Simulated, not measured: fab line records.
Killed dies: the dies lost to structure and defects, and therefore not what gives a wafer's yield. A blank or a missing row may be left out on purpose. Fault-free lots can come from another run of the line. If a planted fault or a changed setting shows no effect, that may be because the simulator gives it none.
8D (eight disciplines) problem report, filled in by code / flow gf180mcu / the parts of the form that need people (team, actions taken, sign-off) are left out

## 1. WHAT IS WRONG
Wafers with no fault read 6499.9 W with a standard deviation of 1.1, whereas cathode-dc-power-W at GF_M2_SPUTTER_04 reads a mean of 6962.2 W on 1 wafer of 1 lot. So: +99 or more standard deviations from the usual mean.
The step: material TiN, target thk 50 nm, time 41.7 s.
The first sign was on wafer L239.4 at day 24 19:59, on pvd-sputter-02. The record has a number at this step for 39 wafers belonging to 13 lots. The rule behind "out" and "out of limits": a value lying over 4 standard deviations away from the usual mean. The other wafers with a number count as sound.

## 2. WHAT IT IS; WHAT IT IS NOT
question=which readings at this step | is=cathode-dc-power-W | is not=-
question=which lots | is=L239 | is not=L221, L222, L224, L226, L227, L231, L232, L233, L234, L237, L240, L243
question=which wafers of those lots | is=L239.4 | is not=L239.3, L239.6
question=read on which tools | is=pvd-sputter-02 | is not=pvd-sputter-01, pvd-sputter-03
question=when | is=from day 24 19:59 | is not=up to then (32 sound wafers); but 6 sound wafers of L240, L243 came after

## 3. SUSPECTS, AND WHAT RULES EACH OUT
Counting: a tool at a process step up to the reading stays a suspect if it ran every lot that is out. Sound lots after the first of them don't rule it out here, since some wafers of a struck lot are sound.
- plasma-asher-04 at GF_M1_STRIP_17 (strips in O2/N2): kept. L239, the lot that is out, went through it at day 23 19:02; up to then, the latest sound lot through it was L227 at day 19 09:56.
- pvd-sputter-02 at GF_M2_SPUTTER_04 (material TiN, target thk 50 nm, time 41.7 s): kept. L239, the lot that is out, went through it at day 24 19:59; up to then, the latest sound lot through it was L232 at day 23 07:57. Out on those wafers are its own readings of cathode-dc-power-W.
- Within plasma-asher-04 at GF_M1_STRIP_17, the wafers that are out were processed in chamber 1 and their sound lot-mates in chamber 0.
Left after counting: plasma-asher-04 at GF_M1_STRIP_17, pvd-sputter-02 at GF_M2_SPUTTER_04.

## 4. THE CAUSE (what the simulator had put in)
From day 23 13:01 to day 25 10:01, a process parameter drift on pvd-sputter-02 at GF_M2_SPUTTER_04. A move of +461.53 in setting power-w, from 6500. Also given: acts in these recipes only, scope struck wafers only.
2 suspects survive the count, and this tool is in that group.

## 5. THE CHAIN OF EFFECTS, in route order
Each row: a reading where the mean over the struck wafers with a number is more than 3 standard deviations away from the usual. Readings are gone through only where the record gives a usual standard deviation; hours: the median, over the lots, of the time from a lot's start at the first step in this table giving one to that lot's start at this step; sigmas: the change measured in usual standard deviations.
hours=0; step=GF_M2_SPUTTER_04; reading=cathode-dc-power-W; usual=6499.9 W; on struck wafers=6962.2; change=+462.3; sigmas=+99 or more
The process steps in it:
- GF_M2_SPUTTER_04: material TiN, target thk 50 nm, time 41.7 s.
At these later measuring or inspecting steps, every struck wafer for which the step has a row has a number for every such reading, and none has moved that far: GF_V2_BOW_MEAS_05.

## 6. WHAT WOULD HAVE CAUGHT IT SOONER
In this record no reading fell out of limits until day 24 19:59, 31 hours after the fault had begun at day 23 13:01.
